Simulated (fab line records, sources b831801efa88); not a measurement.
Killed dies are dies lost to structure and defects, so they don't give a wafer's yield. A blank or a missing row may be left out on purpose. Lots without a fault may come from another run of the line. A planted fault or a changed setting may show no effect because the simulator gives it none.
A struck lot beside a sound one | flow sky130 | 23 steps out of a route of 708
Sound: wafers L809.1, L809.2, L809.5. Struck: wafers L808.2, L808.5, L808.6. The cause comes at the end.
At each step with rows: each side's tool, then ch and its chambers, then its first start. Under that, the readings that differ: sound wafers | struck wafers | difference of the means | sigmas: that difference in standard deviations of wafers without a fault.
alike: readings whose means differ by less than 2 such deviations, and words and numbers that are the same on both sides. not compared: withheld readings, readings that some wafer has no value for, bounds like >300 that may hide the same value, and numbers for which the record gives no deviation and whose values overlap.
The two part at a step that has a row with sigmas, a row that says differs or no value, or rows on one side only. Numbers that don't overlap but have no deviation are shown without sigmas and don't part them. A reading that every wafer of one side lacks parts them only if that side has two wafers or more.

SKY_METAL2_METAL_ETCH_19: etches the open film in Cl2/BCl3, stops on SiO2, target depth 360 nm, time 78 s.
  sound on rie_metal-04 ch 0,1, day 40 21:17; struck on rie_metal-01 ch 0,1, day 40 16:24
  alike: drypump_motor_current_A, oes_product_au, throttle_valve_pct
  not compared: rf_hours_counter_h
SKY_METAL2_STRIP_20: strips in O2/N2.
  sound on plasma_asher-01 ch 0,1, day 40 21:23; struck on plasma_asher-03 ch 0,1, day 40 16:29
  alike: drypump_motor_current_A, n2_flow_sccm, oes_product_au, strip_time_to_endpoint_s
  not compared: rf_hours_counter_h
then, 4 steps without rows for these wafers: SKY_METAL2_STRIP_21 (strips in post etch residue remover, time 1200 s); SKY_METAL2_CLEAN_22 (cleans in IPA, time 180 s); SKY_METAL2_CLEAN_23 (cleans in O3/DIW); SKY_VIA2_HDPCVD_00 (deposits SiO2, target thk 1180 nm, time 196.7 s).
SKY_VIA2_THK_MEAS_01:
  sound on film_metro-01, day 40 22:07; struck on film_metro-01, day 40 17:15
  alike: VIA2_HDPCVD_THK
SKY_VIA2_CMP_02: polishes SiO2.
  sound on cmp-02 ch 1,3, day 40 22:14; struck on cmp-01 ch 2,3, day 40 17:18
  alike: motor_current_A
SKY_VIA2_BOW_MEAS_03:
  sound on film_metro-04, day 40 22:29; struck on film_metro-04, day 40 17:37
  alike: VIA2_BOW
then, 3 steps without rows for these wafers: SKY_VIA2_DEHYDRATE_04 (time 60 s); SKY_VIA2_HMDS_05 (prime time 60 s); SKY_VIA2_COAT_06 (resist thk 60 nm).
SKY_VIA2_COAT_07: resist thk 450 nm.
  sound on litho_track-04 ch 0, day 41 11:00; struck on litho_track-01 ch 0, day 41 04:00
  reading                                     | sound                | struck               | difference | sigmas
  spin_speed_rpm (rpm)                        | 2999.9 3003.9 3000.9 | 2954.6 2952.5 2951.2 | -48.8      | -23
  model.KrF-thick_of_VIA2_COAT_07.thk_nm (nm) | 451.4 450 450.8      | 454.5 453.8 453.7    | +3.3       |
then, 4 steps without rows for these wafers: SKY_VIA2_SOFTBAKE_08 (time 90 s); SKY_VIA2_EXPOSE_09 (exposes mask VIM2, target cd 200 nm); SKY_VIA2_PEB_10; SKY_VIA2_DEVELOP_11 (develop time 60 s).
SKY_VIA2_CD_MEAS_12: target cd 200 nm.
  sound on cd_sem-02, day 41 23:09; struck on cd_sem-01, day 41 17:41
  alike: cd_nm
SKY_VIA2_OVL_MEAS_13:
  sound on overlay-01, day 41 23:16; struck on overlay-02, day 41 17:48
  alike: VIA2_OVL
SKY_VIA2_ETCH_14: etches BARC in N2/H2, stops on SiO2, time 45.9 s, target depth 60 nm.
  sound on rie_diel-02 ch 0,1,2, day 41 23:19; struck on rie_diel-01 ch 0,1,3, day 41 17:50
  alike: drypump_motor_current_A, n2_flow_sccm, oes_product_au, throttle_valve_pct
  not compared: rf_hours_counter_h
SKY_VIA2_ETCH_15: etches SiO2 in C4F8/O2/Ar, stops on TiN, target depth 546 nm, time 84 s.
  sound on rie_diel-02 ch 0,1,2, day 41 23:21; struck on rie_diel-01 ch 0,1,3, day 41 17:52
  alike: oes_product_au
  not compared: rf_hours_counter_h, model.KrF-thick_of_VIA2_COAT_07.thk_nm
SKY_VIA2_STRIP_16: strips in O2/N2.
  sound on plasma_asher-04 ch 0,1, day 41 23:25; struck on plasma_asher-03 ch 0,1, day 41 17:56
  alike: drypump_motor_current_A, n2_flow_sccm, oes_product_au, strip_time_to_endpoint_s
  not compared: rf_hours_counter_h
SKY_PAD_OPEN_PROBE_99:
  the record has rows for the sound wafers here (prober-01, day 50 03:35) and none for the struck ones

WHERE THEY PART
First at SKY_VIA2_COAT_07; last, within this record, at SKY_PAD_OPEN_PROBE_99.

WHY: what the simulator had put in
Process parameter drift: litho_track-01, from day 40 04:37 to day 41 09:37, at SKY_VIA2_COAT_07. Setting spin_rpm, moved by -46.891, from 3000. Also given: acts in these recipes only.
